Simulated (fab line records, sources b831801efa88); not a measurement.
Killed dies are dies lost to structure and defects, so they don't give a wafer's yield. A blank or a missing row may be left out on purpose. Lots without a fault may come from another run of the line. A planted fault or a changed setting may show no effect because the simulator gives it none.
fab line records | flow gf180mcu
record lots=5 wafers=15 last_day=34
route steps=602 shown V4@482 MIM@503
lots that met no fault: from a run of the same line without faults
start_h: hours from the record's first day to the start of the lot's first wafer shown | wait_h: hours since the lot's step before | " the same as in the row above | L1.1+2: a row that stands for several wafers | - no value, or no start given | * or withheld: withheld | < > ~ a bound
route shown NAME@n: a module of which the file shows steps, and the number in the route of the first | usual: mean/standard deviation of fault-free wafers | same: alike in all rows | chamber/n: place in a boat | sites: the reading at each site | _std_site: their standard deviation | _edge_site: outer sites' mean less inner sites' | radius_mm: how far each site lies from the wafer's centre | mask NAME#n: copy n | behind: the tool/chamber that last shaped the wafer | hold: why the lot was held/for how many hours/how that ended | device: the transistor (n, p or np) that didn't switch | end of line: the same wafers' tests at the end of the route | a step without rows: its recipe alone | killed: dies lost to structure and defects at the first sort, not the wafer's yield | map: a wafer's dies, x killed, . not, _ none there
set.NAME: the setting as run; set.NAME@STEP: as run at that earlier step | model.NAME: the simulator's own value behind a step, which no gauge read
lots at some steps of the route; a table a step, a row a wafer
services: from which hour (start_h, from the record's first day; less than 0 if before it) a tool's chamber was out of use, for how many hours, and why
## steps
# step GF_V4_DEHYDRATE_06
# recipe temp_c=200 time_s=60
# columns lot.wafer tool chamber start_h wait_h
L074.4+5+6 litho_track-03 0 531.71 10.5
L083.3+4+6 litho_track-04 0 636.98 9.6
L086.1+3+5 litho_track-02 0 641.25 9.6
L089.1+5+6 litho_track-04 0 671.63 8.6
L094.2+4+6 litho_track-04 0 707.16 8.3
# step GF_V4_HMDS_07
# recipe prime_time_s=60 prime_temp_c=120
# columns lot.wafer tool chamber start_h wait_h
L074.4+5+6 litho_track-03 0 531.86 0.1
L083.3+4+6 litho_track-04 0 637.13 0.1
L086.1+3+5 litho_track-02 0 641.40 0.1
L089.1+5+6 litho_track-04 0 671.78 0.1
L094.2+4+6 litho_track-04 0 707.31 0.1
# step GF_V4_COAT_08
# recipe resist=BARC temp_c=withheld time_s=withheld spin_rpm=withheld resist_thk_nm=withheld
# columns lot.wafer tool chamber start_h wait_h
L074.4+5+6 litho_track-03 0 532.01 0.1
L083.3+4+6 litho_track-04 0 637.28 0.1
L086.1+3+5 litho_track-02 0 641.55 0.1
L089.1+5+6 litho_track-04 0 671.93 0.1
L094.2+4+6 litho_track-04 0 707.46 0.1
# step GF_V4_COAT_09
# recipe resist=KrF spin_rpm=withheld resist_thk_nm=1000
# columns lot.wafer tool chamber start_h wait_h
L074.4+5+6 litho_track-03 0 - -
L083.3+4+6 litho_track-04 0 - -
L086.1+3+5 litho_track-02 0 - -
L089.1+5+6 litho_track-04 0 - -
L094.2+4+6 litho_track-04 0 - -
# step GF_V4_SOFTBAKE_10
# recipe temp_c=130 time_s=60 resist=KrF
# columns lot.wafer tool chamber start_h wait_h
L074.4+5+6 litho_track-03 0 - -
L083.3+4+6 litho_track-04 0 - -
L086.1+3+5 litho_track-02 0 - -
L089.1+5+6 litho_track-04 0 - -
L094.2+4+6 litho_track-04 0 - -
# step GF_V4_EXPOSE_11
# recipe mask_id=Via4 target_cd_nm=260 na=0.68 source_shape=conventional sigma_outer=0.6 dose_mj=38
# columns lot.wafer tool chamber start_h wait_h mask
L074.4+5+6 krf_scanner-01 0 - - Via4#0
L083.3+4+6 krf_scanner-01 0 - - Via4#0
L086.1+3+5 krf_scanner-01 0 - - Via4#0
L089.1+5+6 krf_scanner-02 0 - - Via4#0
L094.2+4+6 krf_scanner-01 0 - - Via4#0
# step GF_V4_PEB_12
# recipe peb_temp_c=135 peb_time_s=90 resist=KrF
# same peb_time_s=90
# columns lot.wafer tool chamber start_h wait_h
L074.4+5+6 litho_track-03 0 - -
L083.3+4+6 litho_track-04 0 - -
L086.1+3+5 litho_track-02 0 - -
L089.1+5+6 litho_track-03 0 - -
L094.2+4+6 litho_track-04 0 - -
# step GF_V4_DEVELOP_13
# recipe develop_time_s=60 resist=KrF dev_temp_c=21
# columns lot.wafer tool chamber start_h wait_h
L074.4+5+6 litho_track-03 0 543.71 0.1
L083.3+4+6 litho_track-04 0 647.53 0.1
L086.1+3+5 litho_track-02 0 651.00 0.2
L089.1+5+6 litho_track-03 0 682.13 0.2
L094.2+4+6 litho_track-04 0 716.46 0.2
# step GF_V4_CD_MEAS_14
# recipe target_cd_nm=260
# usual cd_nm=260.1/1.1
# columns lot.wafer tool chamber start_h wait_h cd_nm
L074.4 cd_sem-01 - 543.84 0.1 260.7
L074.5 " - " " 260.8
L074.6 " - " " 259.8
L083.3 cd_sem-01 - 647.67 0.1 261.0
L083.4 " - " " 261.1
L083.6 " - " " 260.3
L086.1 cd_sem-01 - 651.15 0.1 260.5
L086.3 " - " " 261.2
L086.5 " - " " 261.1
L089.1 cd_sem-01 - 682.28 0.1 259.5
L089.5 " - " " 259.9
L089.6 " - " " 259.1
L094.2 cd_sem-02 - 716.62 0.1 258.4
L094.4 " - " " 258.0
L094.6 " - " " 258.6
# step GF_V4_OVL_MEAS_15
# usual V4_OVL=-2/5.5
# columns lot.wafer tool chamber start_h wait_h V4_OVL[nm]
L074.4 overlay-01 - 543.92 0.1 -7
L074.5 " - " " -7
L074.6 " - " " -11
L083.3 overlay-01 - 647.76 0.1 -3
L083.4 " - " " -2
L083.6 " - " " 4
L086.1 overlay-01 - 651.27 0.1 -1
L086.3 " - " " -6
L086.5 " - " " 0
L089.1 overlay-01 - 682.40 0.1 -8
L089.5 " - " " -7
L089.6 " - " " 0
L094.2 overlay-01 - 716.73 0.1 0
L094.4 " - " " 0
L094.6 " - " " -6
# step GF_V4_ETCH_16
# recipe chemistry=N2/H2 target_depth_a=withheld overetch_a=withheld time_s=withheld target=BARC ion_energy_ev=200 source_w=500 bias_w=100 pressure_mtorr=30 n2_flow_sccm=100 h2_flow_sccm=200
# usual drypump_motor_current_A=5.8/0.47 oes_product_au=0.856/0.0043 throttle_valve_pct=13.224/0.0088
# columns lot.wafer tool chamber start_h wait_h drypump_motor_current_A oes_product_au throttle_valve_pct
L074.4 rie_diel-03 1 543.96 0.0 6.4 0.853 13.218
L074.5 " 3 " " 6.0 0.852 13.233
L074.6 " 0 " " 6.3 0.858 13.220
L083.3 rie_diel-02 1 647.79 0.0 5.8 0.851 13.241
L083.4 " 0 " " 5.9 0.850 13.214
L083.6 " 3 " " 5.5 0.861 13.221
L086.1 rie_diel-03 0 651.30 0.0 6.3 0.862 13.219
L086.3 " 1 " " 6.4 0.855 13.228
L086.5 " 3 " " 6.0 0.850 13.213
L089.1 rie_diel-03 1 682.44 0.0 6.4 0.858 13.231
L089.5 " 3 " " 6.0 0.855 13.222
L089.6 " 1 " " 6.4 0.857 13.224
L094.2 rie_diel-02 3 716.76 0.0 5.5 0.855 13.218
L094.4 " 0 " " 5.9 0.858 13.221
L094.6 " 2 " " 6.2 0.857 13.234
# step GF_V4_ETCH_17
# recipe chemistry=C4F8/O2/Ar mask_material=KrF target=SiO2 stop_on=TiN source_w=1500 bias_w=1200 pressure_mtorr=40 c4f8_flow_sccm=withheld O2_flow_sccm=6 Ar_flow_sccm=300 time_s=withheld target_depth_a=6300
# usual oes_product_au=0.855/0.0047
# columns lot.wafer tool chamber start_h wait_h oes_product_au
L074.4 rie_diel-03 1 - - 0.859
L074.5 " 3 " " 0.856
L074.6 " 0 " " 0.853
L083.3 rie_diel-02 1 - - 0.851
L083.4 " 0 " " 0.855
L083.6 " 3 " " 0.851
L086.1 rie_diel-03 0 - - 0.852
L086.3 " 1 " " 0.859
L086.5 " 3 " " 0.859
L089.1 rie_diel-03 1 - - 0.859
L089.5 " 3 " " 0.857
L089.6 " 1 " " 0.854
L094.2 rie_diel-02 3 - - 0.857
L094.4 " 0 " " 0.858
L094.6 " 2 " " 0.851
# step GF_V4_STRIP_18
# recipe chemistry=O2/N2 power_w=1400 pressure_mtorr=1500 platen_temp_c=250 o2_flow_sccm=3000 n2_flow_sccm=300 overash_fraction=0.5
# usual drypump_motor_current_A=5.7/0.32 heater_power_w=309/36 oes_product_au=0.591/0.0047
# columns lot.wafer tool chamber start_h wait_h drypump_motor_current_A heater_power_w oes_product_au rf_hours_counter_h
L074.4 plasma_asher-04 1 544.10 - 5.7 301 0.597 -
L074.5 " 0 " " 5.2 359 0.591 -
L074.6 " 1 " " 5.7 299 0.591 -
L083.3 plasma_asher-03 1 647.95 - 5.4 262 0.597 -
L083.4 " 0 " " 5.8 253 0.587 -
L083.6 " 0 " " 5.8 251 0.595 -
L086.1 plasma_asher-02 0 651.43 - 5.9 307 0.593 113
L086.3 " 1 " " 6.1 331 0.593 -
L086.5 " 1 " " 6.1 341 0.588 -
L089.1 plasma_asher-03 1 682.57 - 5.4 264 0.591 80
L089.5 " 1 " " 5.4 263 0.589 -
L089.6 " 0 " " 5.8 258 0.592 -
L094.2 plasma_asher-03 1 716.89 - 5.3 263 0.588 84
L094.4 " 1 " " 5.3 258 0.592 -
L094.6 " 1 " " 5.4 271 0.593 -
# step GF_V4_STRIP_19
# recipe chemistry=post_etch_residue_remover time_s=1200 temp_c=72.5
# columns lot.wafer tool chamber start_h wait_h
L074.4+5+6 wet_bench-01 0 544.17 0.0
L083.3+4+6 wet_bench-01 3 648.02 0.0
L086.1+3+5 wet_bench-02 1 651.53 0.1
L089.1+5+6 wet_bench-02 3 682.67 0.1
L094.2+4+6 wet_bench-01 0 716.99 0.1
# step GF_V4_CLEAN_20
# recipe chemistry=DIW dry=n2_spin
# columns lot.wafer tool chamber start_h wait_h
L074.4+5+6 wet_bench-02 2 544.51 0.0
L083.3+4+6 wet_bench-04 3 648.36 0.0
L086.1+3+5 wet_bench-01 3 651.87 0.0
L089.1+5+6 wet_bench-01 3 683.01 0.0
L094.2+4+6 wet_bench-02 0 717.33 0.0
# step GF_V4_SPUTTER_21
# recipe material=Ti target_thk_nm=15 chamber_pressure_pa=5 power_w=2500 substrate_temp_c=200 time_s=80.02
# usual throttle_valve_pct=30.2/0.78
# columns lot.wafer tool chamber start_h wait_h throttle_valve_pct
L074.4 pvd_sputter-04 - 544.60 0.0 30.1
L074.5 " - " " 31.2
L074.6 " - " " 30.3
L083.3 pvd_sputter-01 - 648.45 0.0 29.3
L083.4 " - " " 28.7
L083.6 " - " " 29.4
L086.1 pvd_sputter-01 - 651.96 0.0 28.8
L086.3 " - " " 29.2
L086.5 " - " " 30.0
L089.1 pvd_sputter-03 - 683.10 0.0 29.1
L089.5 " - " " 30.7
L089.6 " - " " 31.1
L094.2 pvd_sputter-03 - 717.42 0.0 31.2
L094.4 " - " " 28.9
L094.6 " - " " 31.1
# step GF_V4_SPUTTER_22
# recipe material=TiN target_thk_nm=10 chamber_pressure_pa=5 power_w=4000 time_s=40
# usual throttle_valve_pct=30.2/0.78
# columns lot.wafer tool chamber start_h wait_h throttle_valve_pct
L074.4 pvd_sputter-04 - 544.66 0.0 30.4
L074.5 " - " " 31.0
L074.6 " - " " 30.5
L083.3 pvd_sputter-01 - 648.51 0.0 29.2
L083.4 " - " " 28.6
L083.6 " - " " 29.5
L086.1 pvd_sputter-01 - 652.03 0.0 28.5
L086.3 " - " " 29.3
L086.5 " - " " 29.8
L089.1 pvd_sputter-03 - 683.16 0.0 29.0
L089.5 " - " " 30.8
L089.6 " - " " 31.0
L094.2 pvd_sputter-03 - 717.48 0.0 31.4
L094.4 " - " " 29.0
L094.6 " - " " 31.3
# step GF_V4_CVD_23
# recipe material=W target_thk_nm=350 time_s=104.9 temp_c=400 pressure_torr=40
# usual heater_power_w=919/93
# columns lot.wafer tool chamber start_h wait_h heater_power_w
L074.4 cvd_w-01 0 544.74 0.1 934
L074.5 " 1 " " 1011
L074.6 " 0 " " 942
L083.3 cvd_w-01 1 648.59 0.1 1043
L083.4 " 0 " " 953
L083.6 " 1 " " 1037
L086.1 cvd_w-01 1 652.06 0.0 1020
L086.3 " 1 " " 1011
L086.5 " 1 " " 1039
L089.1 cvd_w-01 1 683.20 0.0 1083
L089.5 " 0 " " 946
L089.6 " 1 " " 1032
L094.2 cvd_w-02 1 717.52 0.0 811
L094.4 " 1 " " 812
L094.6 " 0 " " 828
# step GF_V4_RS_MEAS_24
# recipe thk_meas_gauge=four-point-probe reads=W_of_V4_CVD_23+TiN_of_V4_SPUTTER_22+Ti_of_V4_SPUTTER_21
# usual V4_W_RS=0.326/0.0062
# columns lot.wafer tool chamber start_h wait_h V4_W_RS[ohm/sq]
L074.4 film_metro-04 - 544.87 0.1 0.325
L074.5 " - " " 0.314
L074.6 " - " " 0.325
L083.3 film_metro-03 - 648.74 0.1 0.316
L083.4 " - " " 0.330
L083.6 " - " " 0.319
L086.1 film_metro-03 - 652.18 0.1 0.315
L086.3 " - " " 0.316
L086.5 " - " " 0.314
L089.1 film_metro-02 - 683.31 0.1 0.316
L089.5 " - " " 0.326
L089.6 " - " " 0.318
L094.2 film_metro-04 - 717.65 0.1 0.329
L094.4 " - " " 0.324
L094.6 " - " " 0.330
# step GF_V4_THK_MEAS_25
# recipe thk_meas_gauge=xrf reads=W_of_V4_CVD_23
# usual V4_W_THK=355/8
# columns lot.wafer tool chamber start_h wait_h V4_W_THK[nm]
L074.4 film_metro-04 - 544.96 0.1 356
L074.5 " - " " 369
L074.6 " - " " 358
L083.3 film_metro-03 - 648.84 0.1 366
L083.4 " - " " 353
L083.6 " - " " 364
L086.1 film_metro-03 - 652.30 0.1 366
L086.3 " - " " 366
L086.5 " - " " 369
L089.1 film_metro-02 - 683.43 0.1 361
L089.5 " - " " 349
L089.6 " - " " 357
L094.2 film_metro-04 - 717.76 0.1 353
L094.4 " - " " 358
L094.6 " - " " 351
# step GF_V4_CMP_26
# recipe stop_on=SiO2 down_force_psi=3.5 platen_rpm=60 t_overpolish_s=15 target_thk_nm=0 pad_velocity_m_s=0.94248
# usual motor_current_A=11.2/0.99 overpolish_run_s=15.001/0.0098 time_to_endpoint_s=83/3.7
# columns lot.wafer tool chamber start_h wait_h motor_current_A overpolish_run_s time_to_endpoint_s
L074.4 cmp-01 1 544.99 0.0 10.7 14.998 86
L074.5 " 1 " " 11.0 14.995 88
L074.6 " 2 " " 9.5 14.991 83
L083.4 cmp-01 2 648.88 0.0 9.4 15.007 79
L083.3 " 3 " " 10.1 14.994 83
L083.6 " 3 " " 10.1 14.976 83
L086.3 cmp-02 0 652.36 0.0 12.6 15.003 86
L086.1 " 1 " " 10.8 14.997 91
L086.5 " 1 " " 12.3 15.012 89
L089.1 cmp-02 3 683.49 0.1 10.9 15.005 88
L089.5 " 3 " " 11.0 15.007 83
L089.6 " 0 " " 13.1 14.999 87
L094.4 cmp-01 0 717.81 0.0 11.8 15.005 88
L094.2 " 1 " " 11.3 14.999 84
L094.6 " 1 " " 10.9 14.990 83
# step GF_MIM_SPUTTER_00
# recipe material=Ti target_thk_nm=37.5 arriving_ion_energy_ev=80 substrate_temp_c=200 chamber_pressure_pa=2 power_w=4000 time_s=150
# usual throttle_valve_pct=29.8/0.65
# columns lot.wafer tool chamber start_h wait_h throttle_valve_pct
L074.4 pvd_sputter-01 - 545.29 0.2 29.3
L074.5 " - " " 28.7
L074.6 " - " " 29.9
L083.3 pvd_sputter-02 - 649.18 0.2 30.6
L083.4 " - " " 29.7
L083.6 " - " " 29.5
L086.1 pvd_sputter-04 - 652.66 0.2 30.4
L086.3 " - " " 29.6
L086.5 " - " " 30.2
L089.1 pvd_sputter-01 - 683.79 0.2 29.8
L089.5 " - " " 29.1
L089.6 " - " " 29.9
L094.2 pvd_sputter-04 - 718.11 0.2 31.3
L094.4 " - " " 30.5
L094.6 " - " " 30.7
# step GF_MIM_SPUTTER_01
# recipe material=TiN target_thk_nm=30 power_w=6500 time_s=25 chamber_pressure_pa=0.4
# usual throttle_valve_pct=29.8/0.65
# columns lot.wafer tool chamber start_h wait_h throttle_valve_pct
L074.4 pvd_sputter-01 - 545.39 0.1 29.0
L074.5 " - " " 28.7
L074.6 " - " " 29.8
L083.3 pvd_sputter-02 - 649.28 0.1 30.5
L083.4 " - " " 29.7
L083.6 " - " " 29.7
L086.1 pvd_sputter-04 - 652.76 0.1 30.4
L086.3 " - " " 29.7
L086.5 " - " " 30.3
L089.1 pvd_sputter-01 - 683.89 0.1 29.8
L089.5 " - " " 29.5
L089.6 " - " " 30.0
L094.2 pvd_sputter-04 - 718.21 0.1 31.0
L094.4 " - " " 30.4
L094.6 " - " " 30.7
# step GF_MIM_SPUTTER_02
# recipe material=AlCu target_thk_nm=450 power_w=10600 time_s=23.9 chamber_pressure_pa=0.4
# usual throttle_valve_pct=29.8/0.66
# columns lot.wafer tool chamber start_h wait_h throttle_valve_pct
L074.4 pvd_sputter-01 - 545.43 0.0 29.1
L074.5 " - " " 28.7
L074.6 " - " " 29.8
L083.3 pvd_sputter-02 - 649.31 0.0 30.5
L083.4 " - " " 29.8
L083.6 " - " " 29.7
L086.1 pvd_sputter-04 - 652.79 0.0 30.6
L086.3 " - " " 29.4
L086.5 " - " " 30.5
L089.1 pvd_sputter-01 - 683.92 0.0 29.9
L089.5 " - " " 29.4
L089.6 " - " " 29.8
L094.2 pvd_sputter-04 - 718.24 0.0 31.2
L094.4 " - " " 30.2
L094.6 " - " " 30.6
# step GF_MIM_SPUTTER_03
# recipe material=Ti target_thk_nm=10 substrate_temp_c=300 chamber_pressure_pa=0.3 power_w=3000 time_s=6.7
# usual throttle_valve_pct=29.8/0.65
# columns lot.wafer tool chamber start_h wait_h throttle_valve_pct
L074.4 pvd_sputter-01 - 545.46 0.0 29.2
L074.5 " - " " 28.4
L074.6 " - " " 29.9
L083.3 pvd_sputter-02 - 649.34 0.0 30.5
L083.4 " - " " 29.6
L083.6 " - " " 29.5
L086.1 pvd_sputter-04 - 652.82 0.0 30.4
L086.3 " - " " 29.6
L086.5 " - " " 30.4
L089.1 pvd_sputter-01 - 683.95 0.0 29.7
L089.5 " - " " 29.5
L089.6 " - " " 29.9
L094.2 pvd_sputter-04 - 718.27 0.0 31.1
L094.4 " - " " 30.2
L094.6 " - " " 30.5
# step GF_MIM_SPUTTER_04
# recipe material=TiN target_thk_nm=50 power_w=6500 time_s=41.7 chamber_pressure_pa=0.4
# usual throttle_valve_pct=29.8/0.66
# columns lot.wafer tool chamber start_h wait_h throttle_valve_pct
L074.4 pvd_sputter-01 - 545.48 0.0 29.3
L074.5 " - " " 28.5
L074.6 " - " " 30.1
L083.3 pvd_sputter-02 - 649.36 0.0 30.4
L083.4 " - " " 29.5
L083.6 " - " " 29.6
L086.1 pvd_sputter-04 - 652.84 0.0 30.4
L086.3 " - " " 29.7
L086.5 " - " " 30.4
L089.1 pvd_sputter-01 - 683.97 0.0 29.9
L089.5 " - " " 29.3
L089.6 " - " " 30.0
L094.2 pvd_sputter-04 - 718.29 0.0 31.2
L094.4 " - " " 30.4
L094.6 " - " " 30.4
# step GF_MIM_CVD_05
# recipe material=Si3N4 target_thk_nm=42 temp_max_c=400 temp_c=385 time_s=29.086 rf_w=450
# usual heater_power_w=666/73
# columns lot.wafer tool chamber start_h wait_h heater_power_w
L074.4 pecvd-04 0 545.53 0.0 749
L074.5 " 1 " " 653
L074.6 " 2 " " 624
L083.3 pecvd-04 2 649.41 0.0 531
L083.4 " 1 " " 710
L083.6 " 2 " " 546
L086.1 pecvd-03 1 652.88 0.0 708
L086.3 " 0 " " 644
L086.5 " 2 " " 678
L089.1 pecvd-01 0 684.01 0.0 504
L089.5 " 1 " " 508
L089.6 " 2 " " 649
L094.2 pecvd-03 2 718.33 0.0 661
L094.4 " 2 " " 671
L094.6 " 0 " " 781
# step GF_MIM_THK_MEAS_06
# recipe reads=Si3N4_of_MIM_CVD_05
# usual MIM_CVD_05_THK=41.9/0.57
# columns lot.wafer tool chamber start_h wait_h MIM_CVD_05_THK[nm]
L074.4 film_metro-01 - 545.58 0.0 42.3
L074.5 " - " " 42.1
L074.6 " - " " 42.1
L083.3 film_metro-04 - 649.47 0.0 42.2
L083.4 " - " " 42.1
L083.6 " - " " 42.7
L086.1 film_metro-01 - 652.91 0.0 41.3
L086.3 " - " " 41.7
L086.5 " - " " 42.9
L089.1 film_metro-01 - 684.05 0.0 41.4
L089.5 " - " " 42.0
L089.6 " - " " 42.9
L094.2 film_metro-01 - 718.38 0.0 41.5
L094.4 " - " " 42.0
L094.6 " - " " 42.8
# step GF_MIM_SPUTTER_07
# recipe material=TiN target_thk_nm=60 power_w=6500 time_s=50 chamber_pressure_pa=0.4
# usual throttle_valve_pct=29.9/0.66
# columns lot.wafer tool chamber start_h wait_h throttle_valve_pct
L074.4 pvd_sputter-02 - 545.61 0.0 30.7
L074.5 " - " " 29.0
L074.6 " - " " 29.6
L083.3 pvd_sputter-01 - 649.51 0.0 29.6
L083.4 " - " " 29.6
L083.6 " - " " 29.5
L086.1 pvd_sputter-01 - 652.97 0.1 28.5
L086.3 " - " " 29.7
L086.5 " - " " 29.8
L089.1 pvd_sputter-02 - 684.11 0.1 30.5
L089.5 " - " " 29.6
L089.6 " - " " 29.8
L094.2 pvd_sputter-02 - 718.43 0.0 30.7
L094.4 " - " " 29.6
L094.6 " - " " 29.4
# step GF_MIM_SPUTTER_08
# recipe material=AlCu target_thk_nm=200 power_w=10600 time_s=10.6 chamber_pressure_pa=0.4
# usual throttle_valve_pct=29.9/0.65
# columns lot.wafer tool chamber start_h wait_h throttle_valve_pct
L074.4 pvd_sputter-02 - 545.65 0.0 30.5
L074.5 " - " " 29.3
L074.6 " - " " 29.5
L083.3 pvd_sputter-01 - 649.55 0.0 29.7
L083.4 " - " " 29.2
L083.6 " - " " 29.4
L086.1 pvd_sputter-01 - 653.01 0.0 28.9
L086.3 " - " " 29.8
L086.5 " - " " 29.8
L089.1 pvd_sputter-02 - 684.15 0.0 30.8
L089.5 " - " " 29.5
L089.6 " - " " 29.4
L094.2 pvd_sputter-02 - 718.47 0.0 30.5
L094.4 " - " " 29.4
L094.6 " - " " 29.3
# step GF_MIM_SPUTTER_09
# recipe material=TiN target_thk_nm=35 power_w=6500 time_s=29.2 chamber_pressure_pa=0.4
# usual throttle_valve_pct=29.9/0.66
# columns lot.wafer tool chamber start_h wait_h throttle_valve_pct
L074.4 pvd_sputter-02 - 545.68 0.0 30.2
L074.5 " - " " 29.2
L074.6 " - " " 29.8
L083.3 pvd_sputter-01 - 649.57 0.0 29.7
L083.4 " - " " 29.3
L083.6 " - " " 29.2
L086.1 pvd_sputter-01 - 653.04 0.0 28.6
L086.3 " - " " 29.8
L086.5 " - " " 29.7
L089.1 pvd_sputter-02 - 684.17 0.0 30.6
L089.5 " - " " 29.8
L089.6 " - " " 29.6
L094.2 pvd_sputter-02 - 718.49 0.0 30.6
L094.4 " - " " 29.7
L094.6 " - " " 29.4
# step GF_MIM_RS_MEAS_10
# recipe thk_meas_gauge=four-point-probe reads=TiN_of_MIM_SPUTTER_09+AlCu_of_MIM_SPUTTER_08+TiN_of_MIM_SPUTTER_07
# usual MIM_ALCU_RS=0.1596/0.0016
# columns lot.wafer tool chamber start_h wait_h MIM_ALCU_RS[ohm/sq]
L074.4 film_metro-04 - 545.77 0.1 0.1601
L074.5 " - " " 0.1619
L074.6 " - " " 0.1605
L083.3 film_metro-02 - 649.65 0.1 0.1601
L083.4 " - " " 0.1591
L083.6 " - " " 0.1585
L086.1 film_metro-01 - 653.07 0.0 0.1620
L086.3 " - " " 0.1631
L086.5 " - " " 0.1614
L089.1 film_metro-02 - 684.21 0.0 0.1600
L089.5 " - " " 0.1623
L089.6 " - " " 0.1600
L094.2 film_metro-02 - 718.55 0.0 0.1583
L094.4 " - " " 0.1602
L094.6 " - " " 0.1606
# step GF_MIM_THK_MEAS_11
# recipe thk_meas_gauge=xrf reads=AlCu_of_MIM_SPUTTER_08
# usual MIM_ALCU_THK=198.9/2.1
# columns lot.wafer tool chamber start_h wait_h MIM_ALCU_THK[nm]
L074.4 film_metro-04 - 545.86 0.1 197.1
L074.5 " - " " 195.0
L074.6 " - " " 196.7
L083.3 film_metro-02 - 649.75 0.1 197.7
L083.4 " - " " 199.3
L083.6 " - " " 199.3
L086.1 film_metro-01 - 653.19 0.1 197.9
L086.3 " - " " 195.8
L086.5 " - " " 198.9
L089.1 film_metro-02 - 684.33 0.1 198.4
L089.5 " - " " 194.1
L089.6 " - " " 198.1
L094.2 film_metro-02 - 718.66 0.1 200.3
L094.4 " - " " 197.6
L094.6 " - " " 197.8
# step GF_MIM_DEHYDRATE_12
# recipe temp_c=200 time_s=60
# columns lot.wafer tool chamber start_h wait_h
L074.4+5+6 litho_track-02 0 556.22 10.4
L083.3+4+6 litho_track-04 0 658.28 8.5
L086.1+3+5 litho_track-01 0 661.97 8.8
L089.1+5+6 litho_track-01 0 691.97 7.6
L094.2+4+6 litho_track-04 0 726.56 7.9
# step GF_MIM_HMDS_13
# recipe prime_time_s=60 prime_temp_c=120
# columns lot.wafer tool chamber start_h wait_h
L074.4+5+6 litho_track-02 0 556.37 0.1
L083.3+4+6 litho_track-04 0 658.43 0.1
L086.1+3+5 litho_track-01 0 662.12 0.1
L089.1+5+6 litho_track-01 0 692.12 0.1
L094.2+4+6 litho_track-04 0 726.71 0.1
# step GF_MIM_COAT_14
# recipe resist=NOVOLAK spin_rpm=3000 resist_thk_nm=1000
# columns lot.wafer tool chamber start_h wait_h
L074.4+5+6 litho_track-02 0 556.52 0.1
L083.3+4+6 litho_track-04 0 658.58 0.1
L086.1+3+5 litho_track-01 0 662.27 0.1
L089.1+5+6 litho_track-01 0 692.27 0.1
L094.2+4+6 litho_track-04 0 726.86 0.1
# step GF_MIM_SOFTBAKE_15
# recipe temp_c=90 time_s=60 resist=NOVOLAK
# columns lot.wafer tool chamber start_h wait_h
L074.4+5+6 litho_track-02 0 556.67 0.1
L083.3+4+6 litho_track-04 0 658.73 0.1
L086.1+3+5 litho_track-01 0 662.42 0.1
L089.1+5+6 litho_track-01 0 692.42 0.1
L094.2+4+6 litho_track-04 0 727.01 0.1
# step GF_MIM_EXPOSE_16
# recipe mask_id=FuseTop target_cd_nm=2000 na=0.6 source_shape=conventional sigma_outer=0.6 dose_mj=140
# columns lot.wafer tool chamber start_h wait_h mask
L074.4+5+6 iline_stepper-01 0 - - FuseTop#0
L083.3+4+6 iline_stepper-02 0 - - FuseTop#0
L086.1+3+5 iline_stepper-02 0 - - FuseTop#0
L089.1+5+6 iline_stepper-02 0 - - FuseTop#0
L094.2+4+6 iline_stepper-02 0 - - FuseTop#0
# step GF_MIM_PEB_17
# recipe temp_c=withheld time_s=* resist=NOVOLAK
# columns lot.wafer tool chamber start_h wait_h
L074.4+5+6 litho_track-01 0 - -
L083.3+4+6 litho_track-04 0 - -
L086.1+3+5 litho_track-04 0 - -
L089.1+5+6 litho_track-04 0 - -
L094.2+4+6 litho_track-02 0 - -
# step GF_MIM_DEVELOP_18
# recipe develop_time_s=60 dev_temp_c=23
# columns lot.wafer tool chamber start_h wait_h
L074.4+5+6 litho_track-01 0 567.84 0.1
L083.3+4+6 litho_track-04 0 668.13 0.1
L086.1+3+5 litho_track-04 0 671.18 0.1
L089.1+5+6 litho_track-04 0 701.68 0.1
L094.2+4+6 litho_track-02 0 736.17 0.1
# step GF_MIM_METAL_ETCH_19
# recipe chemistry=Cl2/BCl3 mask_material=NOVOLAK stop_on=Si3N4 target_depth_nm=324.5 pressure_mtorr=8 icp_w=800 bias_w=140 Cl2_flow_sccm=80 bcl3_flow_sccm=40 time_s=54.1
# usual drypump_motor_current_A=5.8/0.59 oes_product_au=0.943/0.0061 throttle_valve_pct=28.283/0.0099
# columns lot.wafer tool chamber start_h wait_h drypump_motor_current_A oes_product_au rf_hours_counter_h throttle_valve_pct
L074.4 rie_metal-02 0 567.94 0.1 6.4 0.945 - 28.276
L074.5 " 1 " " 6.4 0.941 - 28.283
L074.6 " 0 " " 6.4 0.939 - 28.292
L083.3 rie_metal-02 0 668.25 0.1 6.4 0.935 - 28.293
L083.4 " 1 " " 6.4 0.949 - 28.278
L083.6 " 1 " " 6.4 0.952 - 28.272
L086.1 rie_metal-01 0 671.33 0.1 6.2 0.937 7.2 28.301
L086.3 " 1 " " 5.0 0.942 - 28.291
L086.5 " 0 " " 6.2 0.941 - 28.277
L089.1 rie_metal-01 1 701.83 0.1 5.0 0.951 2.0 28.295
L089.5 " 1 " " 4.9 0.931 - 28.289
L089.6 " 0 " " 6.3 0.937 - 28.283
L094.2 rie_metal-01 1 736.29 0.1 4.9 0.951 3.6 28.281
L094.4 " 0 " " 6.2 0.937 - 28.289
L094.6 " 0 " " 6.2 0.936 - 28.285
## services
# columns tool chamber start_h hours kind
pvd_sputter-03 - 541.32 1.4 repair
krf_scanner-01 - 544.33 1.3 pm
wet_bench-02 - 546.38 7.0 repair
pvd_sputter-01 - 553.23 11.6 repair
iline_stepper-02 - 554.44 3.3 repair
rie_diel-02 2 558.58 2.8 repair
rie_diel-02 3 573.37 9.8 repair
krf_scanner-01 - 577.37 0.8 pm
pvd_sputter-02 - 592.84 4.5 repair
rie_diel-03 1 640.38 1.8 repair
pvd_sputter-02 - 644.05 0.9 repair
krf_scanner-01 - 649.01 1.0 pm
rie_diel-02 - 651.76 0.3 repair
rie_diel-03 2 652.00 3.9 repair
cvd_w-01 0 655.15 3.2 repair
cvd_w-01 - 664.20 0.3 repair
rie_diel-03 0 680.81 8.2 repair
cvd_w-01 - 694.04 14.6 pm
iline_stepper-02 - 697.88 7.2 repair
rie_diel-03 3 700.27 8.1 repair
rie_diel-03 - 706.11 1.0 repair
pvd_sputter-01 - 708.75 1.3 repair
pvd_sputter-01 - 710.90 3.5 repair
rie_diel-02 1 713.22 22.2 repair
## key
fault none
